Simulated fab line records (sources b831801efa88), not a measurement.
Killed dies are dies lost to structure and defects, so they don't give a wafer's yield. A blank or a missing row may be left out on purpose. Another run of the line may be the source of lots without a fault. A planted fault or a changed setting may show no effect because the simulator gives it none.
fab line records + flow sky130
[record]
- lots = 6
- wafers = 18
- lastDay = 49
route steps=708 shown POLY_CUT@318 SD_P@320 RES_XHIGH@332 SD_N@342
lots with no fault: from the same line, run without faults
startH: hours from the record's opening day to when the first of the lot's shown wafers began + waitH: time in hours since the lot's previous step + " the same as in the row above + L1.1+2: one row covering several wafers at once + - no value, or no start given + * or withheld: withheld + < > ~ a bound
route shown NAME@n: NAME is a module with steps in the file, n the number in the route of the first one + usual: the fault-free wafers' mean and standard deviation + same: alike in all rows + chamber/n: place in a boat + sites: readings site by site + _std_site: the values' standard deviation + _edge_site: mean of outer sites minus mean of inner sites + radiusMm: how far each site lies from the wafer's centre + mask NAME#n: copy n + behind: the tool/chamber that last shaped the wafer + hold: why the lot went on hold/how many hours it stayed there/how the hold came to an end + device: the n, p or np transistor that did not switch + end of line: tests of these same wafers at the route's end + for a step that has no rows: nothing shown but its recipe + killed: dies that structure and defects cost at the first sort, which is not the same as the wafer's yield + map: dies across one wafer; x = killed, . = not, _ = none there
set.NAME: the run value of the setting; set.NAME@STEP: its run value at that earlier step + model.NAME: the simulator's own value behind a step, which no gauge read
certain route steps with their lots: each step a table, each wafer a row
services: the hour from which a tool's chamber was out of use, counted from the record's first day as startH (under 0 if before that day), plus the number of hours and why
[[steps]]
[step SKY_POLY_CUT_ETCH_11]
[recipe]
- target = Si3N4
- chemistry = CF4/CH2F2/Ar
- stopOn = poly-Si
- sourceW = 600
- biasW = 150
- pressureMtorr = 40
- cf4FlowSccm = 40
- ch2f2FlowSccm = 20
- Ar_flow_sccm = 150
- timeS = 42.5
- targetDepthA = 600
[usual]
- ch2f2FlowSccm = 19.99/0.062
- drypumpMotorCurrentA = 5.6/0.43
- oesProductAu = 0.827/0.0067
- throttleValvePct = 14.994/0.0097
| lot.wafer | tool       | chamber | startH | waitH | ch2f2FlowSccm | drypumpMotorCurrentA | oesProductAu | rfHoursCounterH | throttleValvePct |
|-----------|------------|---------|--------|-------|---------------|----------------------|--------------|-----------------|------------------|
| L733.3    | rieDiel-02 | 3       | 561.90 | 0.0   | 19.91         | 5.2                  | 0.823        | 32              | 14.992           |
| L733.4    | "          | 1       | "      | "     | 20.01         | 6.0                  | 0.828        | 11              | 14.984           |
| L733.6    | "          | 0       | "      | "     | 19.96         | 5.3                  | 0.822        | -               | 15.014           |
| L734.2    | rieDiel-02 | 0       | 578.92 | 0.0   | 19.96         | 5.3                  | 0.822        | 24              | 14.998           |
| L734.3    | "          | 3       | "      | "     | 19.94         | 5.2                  | 0.834        | 32              | 14.980           |
| L734.6    | "          | 3       | "      | "     | 20.12         | 5.2                  | 0.826        | -               | 14.994           |
| L742.1    | rieDiel-01 | 3       | 647.42 | 0.0   | 20.04         | 5.7                  | 0.829        | 57              | 14.971           |
| L742.4    | "          | 1       | "      | "     | 20.07         | 5.2                  | 0.831        | 14              | 14.996           |
| L742.6    | "          | 1       | "      | "     | 20.03         | 5.3                  | 0.825        | -               | 14.979           |
| L743.3    | rieDiel-02 | 1       | 660.80 | 0.0   | 19.95         | 6.0                  | 0.818        | 13              | 14.995           |
| L743.4    | "          | 3       | "      | "     | 19.98         | 5.2                  | 0.825        | 34              | 14.999           |
| L743.5    | "          | 3       | "      | "     | 20.02         | 5.2                  | 0.826        | -               | 14.984           |
| L744.1    | rieDiel-01 | 2       | 668.56 | 0.0   | 20.02         | 6.3                  | 0.832        | 37              | 15.003           |
| L744.3    | "          | 3       | "      | "     | 19.95         | 5.7                  | 0.846        | 58              | 15.000           |
| L744.6    | "          | 1       | "      | "     | 19.98         | 5.2                  | 0.829        | -               | 14.997           |
| L752.1    | rieDiel-02 | 3       | 720.91 | 0.0   | 19.95         | 5.2                  | 0.831        | 36              | 14.993           |
| L752.4    | "          | 3       | "      | "     | 20.04         | 5.2                  | 0.821        | -               | 14.975           |
| L752.5    | "          | 0       | "      | "     | 20.02         | 5.3                  | 0.824        | -               | 14.973           |
[step SKY_POLY_CUT_STRIP_12]
[recipe]
- chemistry = O2/N2
- powerW = 1400
- pressureMtorr = 1500
- platenTempC = withheld
- o2FlowSccm = 3000
- n2FlowSccm = 300
- overashFraction = 0.5
[usual]
- chamberPressureMTorr = 1499.9/1.3
- drypumpMotorCurrentA = 5.6/0.64
- oesProductAu = 0.452/0.0042
- stripTimeToEndpointS = 5.359/0.019
[same]
- overashFraction = 0.5
| lot.wafer | tool           | chamber | startH | waitH | chamberPressureMTorr | drypumpMotorCurrentA | oesProductAu | rfHoursCounterH | stripTimeToEndpointS |
|-----------|----------------|---------|--------|-------|----------------------|----------------------|--------------|-----------------|----------------------|
| L733.3    | plasmaAsher-02 | 1       | 561.97 | 0.1   | 1499.2               | 4.8                  | 0.456        | -               | 5.363                |
| L733.4    | "              | 0       | "      | "     | 1500.9               | 6.0                  | 0.451        | -               | 5.361                |
| L733.6    | "              | 1       | "      | "     | 1498.8               | 4.8                  | 0.455        | -               | 5.335                |
| L734.2    | plasmaAsher-02 | 1       | 578.96 | 0.0   | 1500.4               | 4.8                  | 0.446        | 92              | 5.376                |
| L734.3    | "              | 0       | "      | "     | 1501.5               | 6.1                  | 0.458        | -               | 5.358                |
| L734.6    | "              | 1       | "      | "     | 1498.5               | 4.7                  | 0.443        | -               | 5.347                |
| L742.1    | plasmaAsher-01 | 0       | 647.46 | 0.0   | 1499.9               | 6.6                  | 0.448        | 55              | 5.371                |
| L742.4    | "              | 1       | "      | "     | 1500.6               | 5.0                  | 0.453        | -               | 5.377                |
| L742.6    | "              | 1       | "      | "     | 1499.8               | 5.0                  | 0.456        | -               | 5.378                |
| L743.3    | plasmaAsher-01 | 0       | 660.87 | 0.1   | 1499.0               | 6.5                  | 0.445        | -               | 5.332                |
| L743.4    | "              | 1       | "      | "     | 1501.4               | 5.0                  | 0.447        | -               | 5.353                |
| L743.5    | "              | 0       | "      | "     | 1499.8               | 6.5                  | 0.458        | -               | 5.357                |
| L744.1    | plasmaAsher-01 | 1       | 668.60 | 0.0   | 1500.5               | 5.0                  | 0.452        | 57              | 5.307                |
| L744.3    | "              | 1       | "      | "     | 1499.0               | 5.1                  | 0.451        | -               | 5.327                |
| L744.6    | "              | 1       | "      | "     | 1499.4               | 5.0                  | 0.447        | -               | 5.339                |
| L752.1    | plasmaAsher-01 | 1       | 720.95 | 0.0   | 1499.7               | 5.1                  | 0.449        | 62              | 5.360                |
| L752.4    | "              | 0       | "      | "     | 1498.4               | 6.5                  | 0.453        | -               | 5.384                |
| L752.5    | "              | 1       | "      | "     | 1497.7               | 5.1                  | 0.457        | -               | 5.354                |
[step SKY_SD_P_DEHYDRATE_00]
[recipe]
- tempC = 200
- timeS = 60
[step SKY_SD_P_HMDS_01]
[recipe]
- primeTimeS = 60
- primeTempC = 120
[step SKY_SD_P_COAT_02]
[recipe]
- resist = NOVOLAK
- spinRpm = 3000
- resistThkNm = 1140
[step SKY_SD_P_SOFTBAKE_03]
[recipe]
- tempC = 90
- timeS = 60
- resist = NOVOLAK
[step SKY_SD_P_EXPOSE_04]
[recipe]
- maskId = PSDM
- na = 0.6
- sourceShape = conventional
- sigmaOuter = 0.6
- polarization = unpolarized
- targetCdNm = 380
- doseMj = 138
[step SKY_SD_P_PEB_05]
[recipe]
- tempC = withheld
- timeS = *
- resist = NOVOLAK
[step SKY_SD_P_DEVELOP_06]
[recipe]
- resist = NOVOLAK
- developer = TMAH
- developTimeS = 60
- devTempC = 23
[step SKY_SD_P_CD_MEAS_07]
[recipe]
- targetCdNm = 380
[usual]
- cdNm = 380.8/2.7
| lot.wafer | tool     | chamber | startH | waitH | cdNm  |
|-----------|----------|---------|--------|-------|-------|
| L733.3    | cdSem-02 | -       | 591.98 | 0.1   | 378.2 |
| L733.4    | "        | -       | "      | "     | 378.7 |
| L733.6    | "        | -       | "      | "     | 377.4 |
| L734.2    | cdSem-01 | -       | 607.99 | 0.2   | 381.2 |
| L734.3    | "        | -       | "      | "     | 383.0 |
| L734.6    | "        | -       | "      | "     | 379.8 |
| L742.1    | cdSem-01 | -       | 675.85 | 0.1   | 380.9 |
| L742.4    | "        | -       | "      | "     | 379.9 |
| L742.6    | "        | -       | "      | "     | 382.2 |
| L743.3    | cdSem-02 | -       | 689.25 | 0.1   | 385.9 |
| L743.4    | "        | -       | "      | "     | 383.6 |
| L743.5    | "        | -       | "      | "     | 383.2 |
| L744.1    | cdSem-02 | -       | 696.39 | 0.1   | 378.2 |
| L744.3    | "        | -       | "      | "     | 377.5 |
| L744.6    | "        | -       | "      | "     | 378.8 |
| L752.1    | cdSem-02 | -       | 747.96 | 0.1   | 381.7 |
| L752.4    | "        | -       | "      | "     | 382.5 |
| L752.5    | "        | -       | "      | "     | 382.2 |
[step SKY_SD_P_OVL_MEAS_08]
[usual]
- SD_P_OVL = -1.6/1.5
| lot.wafer | tool       | chamber | startH | waitH | SD_P_OVL[nm] |
|-----------|------------|---------|--------|-------|--------------|
| L733.3    | overlay-01 | -       | 592.10 | 0.1   | -0.6         |
| L733.4    | "          | -       | "      | "     | -1.4         |
| L733.6    | "          | -       | "      | "     | -2.2         |
| L734.2    | overlay-02 | -       | 608.10 | 0.1   | -1.4         |
| L734.3    | "          | -       | "      | "     | -1.4         |
| L734.6    | "          | -       | "      | "     | -0.8         |
| L742.1    | overlay-02 | -       | 675.97 | 0.1   | -2.2         |
| L742.4    | "          | -       | "      | "     | -1.5         |
| L742.6    | "          | -       | "      | "     | -3.3         |
| L743.3    | overlay-02 | -       | 689.34 | 0.1   | -2.8         |
| L743.4    | "          | -       | "      | "     | -4.8         |
| L743.5    | "          | -       | "      | "     | -1.3         |
| L744.1    | overlay-01 | -       | 696.51 | 0.1   | -3.6         |
| L744.3    | "          | -       | "      | "     | -2.3         |
| L744.6    | "          | -       | "      | "     | -2.5         |
| L752.1    | overlay-01 | -       | 748.08 | 0.1   | -1.1         |
| L752.4    | "          | -       | "      | "     | -2.3         |
| L752.5    | "          | -       | "      | "     | -2.0         |
[step SKY_SD_P_IMPLANT_09]
[recipe]
- species = BF2
- energyKev = 20
- doseCm2 = 3e+15
- tiltDeg = 0
[step SKY_SD_P_STRIP_10]
[recipe]
- chemistry = O2/N2
- powerW = 1400
- pressureMtorr = 1500
- platenTempC = withheld
- o2FlowSccm = 3000
- n2FlowSccm = 300
- overashFraction = 0.5
[usual]
- chamberPressureMTorr = 1500.0/1.4
- drypumpMotorCurrentA = 6.0/0.49
- oesProductAu = 0.617/0.0047
- overashFraction = 0.5/0
- stripTimeToEndpointS = 17.49/0.05
| lot.wafer | tool           | chamber | startH | waitH | chamberPressureMTorr | drypumpMotorCurrentA | oesProductAu | overashFraction | rfHoursCounterH | stripTimeToEndpointS | model.NOVOLAK_of_SD_P_COAT_02.thkNm |
|-----------|----------------|---------|--------|-------|----------------------|----------------------|--------------|-----------------|-----------------|----------------------|-------------------------------------|
| L733.3    | plasmaAsher-03 | 0       | 592.31 | 0.1   | 1499.0               | 5.4                  | 0.622        | 0.5             | -               | 17.51                | 0                                   |
| L733.4    | "              | 1       | "      | "     | 1499.1               | 5.9                  | 0.623        | 0.5             | -               | 17.53                | 0                                   |
| L733.6    | "              | 0       | "      | "     | 1500.1               | 5.5                  | 0.614        | 0.5             | -               | 17.54                | 0                                   |
| L734.2    | plasmaAsher-03 | 1       | 608.28 | 0.1   | 1500.1               | 5.8                  | 0.615        | 0.5             | 18              | 17.59                | 0                                   |
| L734.3    | "              | 0       | "      | "     | 1499.4               | 5.5                  | 0.618        | 0.5             | -               | 17.54                | 0                                   |
| L734.6    | "              | 0       | "      | "     | 1499.4               | 5.5                  | 0.618        | 0.5             | -               | 17.56                | 0                                   |
| L742.1    | plasmaAsher-03 | 0       | 676.16 | 0.1   | -                    | -                    | -            | -               | -               | -                    | 1143                                |
| L742.4    | "              | 0       | "      | "     | -                    | -                    | -            | -               | -               | -                    | 1139                                |
| L742.6    | "              | 1       | "      | "     | -                    | -                    | -            | -               | -               | -                    | 1140                                |
| L743.3    | plasmaAsher-03 | 0       | 689.55 | 0.1   | -                    | -                    | -            | -               | -               | -                    | 1132                                |
| L743.4    | "              | 1       | "      | "     | -                    | -                    | -            | -               | -               | -                    | 1134                                |
| L743.5    | "              | 0       | "      | "     | -                    | -                    | -            | -               | -               | -                    | 1135                                |
| L744.1    | plasmaAsher-04 | 0       | 696.70 | 0.1   | 1499.2               | 6.4                  | 0.616        | 0.5             | 78              | 17.42                | 0                                   |
| L744.3    | "              | 0       | "      | "     | 1501.2               | 6.4                  | 0.623        | 0.5             | -               | 17.44                | 0                                   |
| L744.6    | "              | 1       | "      | "     | 1501.3               | 6.2                  | 0.624        | 0.5             | -               | 17.42                | 0                                   |
| L752.1    | plasmaAsher-01 | 1       | 748.27 | 0.1   | 1499.3               | 5.0                  | 0.615        | 0.5             | 64              | 17.56                | 0                                   |
| L752.4    | "              | 1       | "      | "     | 1499.1               | 5.0                  | 0.623        | 0.5             | -               | 17.53                | 0                                   |
| L752.5    | "              | 1       | "      | "     | 1500.1               | 5.1                  | 0.609        | 0.5             | -               | 17.55                | 0                                   |
[step SKY_SD_P_TW_MEAS_11]
[usual]
- SD_P_TW = 2810/22
| lot.wafer | tool         | chamber | startH | waitH | SD_P_TW |
|-----------|--------------|---------|--------|-------|---------|
| L733.3    | filmMetro-01 | -       | 592.39 | 0.1   | 2776    |
| L733.4    | "            | -       | "      | "     | 2786    |
| L733.6    | "            | -       | "      | "     | 2781    |
| L734.2    | filmMetro-04 | -       | 608.39 | 0.1   | 2829    |
| L734.3    | "            | -       | "      | "     | 2829    |
| L734.6    | "            | -       | "      | "     | 2838    |
| L742.1    | filmMetro-04 | -       | 676.26 | 0.1   | 2845    |
| L742.4    | "            | -       | "      | "     | 2840    |
| L742.6    | "            | -       | "      | "     | 2854    |
| L743.3    | filmMetro-02 | -       | 689.64 | 0.1   | 2807    |
| L743.4    | "            | -       | "      | "     | 2808    |
| L743.5    | "            | -       | "      | "     | 2811    |
| L744.1    | filmMetro-01 | -       | 696.80 | 0.1   | 2786    |
| L744.3    | "            | -       | "      | "     | 2800    |
| L744.6    | "            | -       | "      | "     | 2791    |
| L752.1    | filmMetro-01 | -       | 748.37 | 0.1   | 2789    |
| L752.4    | "            | -       | "      | "     | 2771    |
| L752.5    | "            | -       | "      | "     | 2781    |
[step SKY_RES_XHIGH_DEHYDRATE_00]
[recipe]
- tempC = 200
- timeS = 60
[step SKY_RES_XHIGH_HMDS_01]
[recipe]
- primeTimeS = 60
- primeTempC = 120
[step SKY_RES_XHIGH_COAT_02]
[recipe]
- resist = NOVOLAK
- spinRpm = 3000
- resistThkNm = 1140
[step SKY_RES_XHIGH_SOFTBAKE_03]
[recipe]
- tempC = 90
- timeS = 60
- resist = NOVOLAK
[step SKY_RES_XHIGH_EXPOSE_04]
[recipe]
- maskId = URPM
- na = 0.6
- sourceShape = conventional
- sigmaOuter = 0.6
- polarization = unpolarized
- targetCdNm = 1270
- doseMj = 140
[step SKY_RES_XHIGH_PEB_05]
[recipe]
- tempC = withheld
- timeS = *
- resist = NOVOLAK
[step SKY_RES_XHIGH_DEVELOP_06]
[recipe]
- resist = NOVOLAK
- developer = TMAH
- developTimeS = 60
- devTempC = 23
[step SKY_RES_XHIGH_IMPLANT_07]
[recipe]
- species = BF2
- energyKev = 20
- doseCm2 = 3.564e+14
- tiltDeg = 0
[step SKY_RES_XHIGH_STRIP_08]
[recipe]
- chemistry = O2/N2
- powerW = 1400
- pressureMtorr = 1500
- platenTempC = withheld
- o2FlowSccm = 3000
- n2FlowSccm = 300
- overashFraction = 0.5
[usual]
- chamberPressureMTorr = 1500.0/1.3
- drypumpMotorCurrentA = 5.8/0.52
- oesProductAu = 0.712/0.0041
- stripTimeToEndpointS = 14.29/0.049
[same]
- overashFraction = 0.5
| lot.wafer | tool           | chamber | startH | waitH | chamberPressureMTorr | drypumpMotorCurrentA | oesProductAu | rfHoursCounterH | stripTimeToEndpointS |
|-----------|----------------|---------|--------|-------|----------------------|----------------------|--------------|-----------------|----------------------|
| L733.3    | plasmaAsher-04 | 0       | 620.64 | 0.1   | 1500.6               | 6.4                  | 0.709        | -               | 14.33                |
| L733.4    | "              | 1       | "      | "     | 1500.4               | 6.2                  | 0.716        | -               | 14.29                |
| L733.6    | "              | 0       | "      | "     | 1498.3               | 6.4                  | 0.706        | -               | 14.29                |
| L734.2    | plasmaAsher-03 | 0       | 636.94 | 0.1   | 1500.5               | 5.5                  | 0.709        | 20              | 14.35                |
| L734.3    | "              | 0       | "      | "     | 1499.3               | 5.4                  | 0.714        | -               | 14.29                |
| L734.6    | "              | 0       | "      | "     | 1499.6               | 5.4                  | 0.714        | -               | 14.33                |
| L742.1    | plasmaAsher-04 | 0       | 703.70 | 0.1   | 1499.8               | 6.4                  | 0.724        | 79              | 31.45                |
| L742.4    | "              | 0       | "      | "     | 1500.2               | 6.3                  | 0.721        | -               | 31.38                |
| L742.6    | "              | 1       | "      | "     | 1498.8               | 6.2                  | 0.721        | -               | 31.39                |
| L743.3    | plasmaAsher-03 | 1       | 717.63 | 0.1   | 1499.6               | 5.8                  | 0.719        | -               | 31.21                |
| L743.4    | "              | 0       | "      | "     | 1500.8               | 5.4                  | 0.720        | -               | 31.22                |
| L743.5    | "              | 1       | "      | "     | 1500.1               | 5.8                  | 0.720        | -               | 31.24                |
| L744.1    | plasmaAsher-04 | 1       | 724.80 | 0.1   | 1499.1               | 6.2                  | 0.714        | 81              | 14.24                |
| L744.3    | "              | 1       | "      | "     | 1500.4               | 6.2                  | 0.709        | -               | 14.21                |
| L744.6    | "              | 1       | "      | "     | 1498.9               | 6.2                  | 0.708        | -               | 14.25                |
| L752.1    | plasmaAsher-03 | 0       | 774.84 | 0.1   | 1499.7               | 5.5                  | 0.709        | 34              | 14.30                |
| L752.4    | "              | 0       | "      | "     | 1500.9               | 5.4                  | 0.707        | -               | 14.31                |
| L752.5    | "              | 0       | "      | "     | 1500.6               | 5.5                  | 0.710        | -               | 14.32                |
[step SKY_RES_XHIGH_TW_MEAS_09]
[usual]
- RES_XHIGH_TW = 1624/11
| lot.wafer | tool         | chamber | startH | waitH | RES_XHIGH_TW |
|-----------|--------------|---------|--------|-------|--------------|
| L733.3    | filmMetro-02 | -       | 620.72 | 0.1   | 1606         |
| L733.4    | "            | -       | "      | "     | 1607         |
| L733.6    | "            | -       | "      | "     | 1613         |
| L734.2    | filmMetro-02 | -       | 637.05 | 0.1   | 1620         |
| L734.3    | "            | -       | "      | "     | 1621         |
| L734.6    | "            | -       | "      | "     | 1615         |
| L742.1    | filmMetro-04 | -       | 703.80 | 0.1   | 30           |
| L742.4    | "            | -       | "      | "     | 30           |
| L742.6    | "            | -       | "      | "     | 30           |
| L743.3    | filmMetro-02 | -       | 717.71 | 0.1   | 30           |
| L743.4    | "            | -       | "      | "     | 30           |
| L743.5    | "            | -       | "      | "     | 30           |
| L744.1    | filmMetro-02 | -       | 724.90 | 0.1   | 1622         |
| L744.3    | "            | -       | "      | "     | 1616         |
| L744.6    | "            | -       | "      | "     | 1616         |
| L752.1    | filmMetro-04 | -       | 774.94 | 0.1   | 1636         |
| L752.4    | "            | -       | "      | "     | 1642         |
| L752.5    | "            | -       | "      | "     | 1616         |
[step SKY_SD_N_DEHYDRATE_00]
[recipe]
- tempC = 200
- timeS = 60
[[services]]
| tool           | chamber | startH | hours | kind          |
|----------------|---------|--------|-------|---------------|
| plasmaAsher-04 | -       | 538.56 | 1.7   | repair        |
| plasmaAsher-03 | -       | 562.99 | 1.2   | repair        |
| plasmaAsher-02 | -       | 571.81 | 1.7   | repair        |
| rieDiel-01     | 0       | 595.27 | -     | clean         |
| rieDiel-01     | 0       | 595.27 | 23.0  | scheduledDown |
| rieDiel-01     | 0       | 595.27 | 23.0  | ventCycle     |
| rieDiel-01     | 3       | 668.70 | -     | clean         |
| rieDiel-01     | 3       | 668.70 | 24.6  | scheduledDown |
| rieDiel-01     | 3       | 668.70 | 24.6  | ventCycle     |
| rieDiel-02     | 3       | 678.37 | 3.5   | repair        |
| rieDiel-01     | 0       | 684.28 | 77.1  | repair        |
| rieDiel-02     | 2       | 685.13 | 2.8   | repair        |
| rieDiel-02     | 0       | 692.49 | 4.5   | repair        |
| rieDiel-01     | 3       | 700.72 | 7.2   | repair        |
| rieDiel-02     | 2       | 708.19 | -     | clean         |
| rieDiel-02     | 2       | 708.19 | 19.0  | scheduledDown |
| rieDiel-02     | 2       | 708.19 | 19.0  | ventCycle     |
| plasmaAsher-02 | -       | 733.75 | 9.0   | pm            |
| plasmaAsher-02 | 0       | 733.75 | 9.0   | ventCycle     |
| plasmaAsher-02 | 1       | 733.75 | 9.0   | ventCycle     |
| rieDiel-02     | -       | 738.04 | 1.3   | repair        |
| plasmaAsher-02 | 0       | 742.75 | -     | clean         |
| plasmaAsher-04 | -       | 756.21 | 0.7   | repair        |
| plasmaAsher-04 | -       | 774.22 | 2.0   | repair        |
[[key]]
[firstSign]
- step = SKY_SD_P_STRIP_10
- reading = toolRecord
- direction = missing
[effect]
- step = SKY_RES_XHIGH_STRIP_08
- reading = stripTimeToEndpointS
- direction = up
- sigmas = 99+
- usual = *
- struck = *
[effect]
- step = SKY_RES_XHIGH_TW_MEAS_09
- reading = RES_XHIGH_TW
- direction = down
- sigmas = 99+
- usual = 1624
- struck = 30
[modelEffect]
- step = SKY_SD_P_STRIP_10
- value = NOVOLAK_of_SD_P_COAT_02.thkNm
- without = 0
- struck = 1137
[modelEffect]
- step = SKY_PAD_OPEN_PROBE_99
- value = etest.resXhighPo.open
- without = 0
- struck = 1
metAt SKY_SD_P_STRIP_10
struckWafers L742.1,L742.4,L742.6,L743.3,L743.4,L743.5
sortLeftOut L742.1,L742.4,L742.6,L743.3,L743.4,L743.5
testerLeftOut L742,L743
onsetBetween 608.28 676.16
[fault]
- kind = skippedStepWhole
- tool = plasmaAsher-03
- chamber = -
- onsetH = 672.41
- steps = SKY_SD_P_STRIP_10
- scope = struckLotsOnly
// testerLeftOut: of these lots the tester's yield and bins aren't shown, on N5 and GAA mostly nor the transistor test; their killed dies are dies lost to structure and defects alone, not to doping, threshold or leakage, so they don't give the yield
// sortLeftOut: the simulated sort isn't trusted on such a fault, so these wafers' sort isn't shown, and their yield isn't known
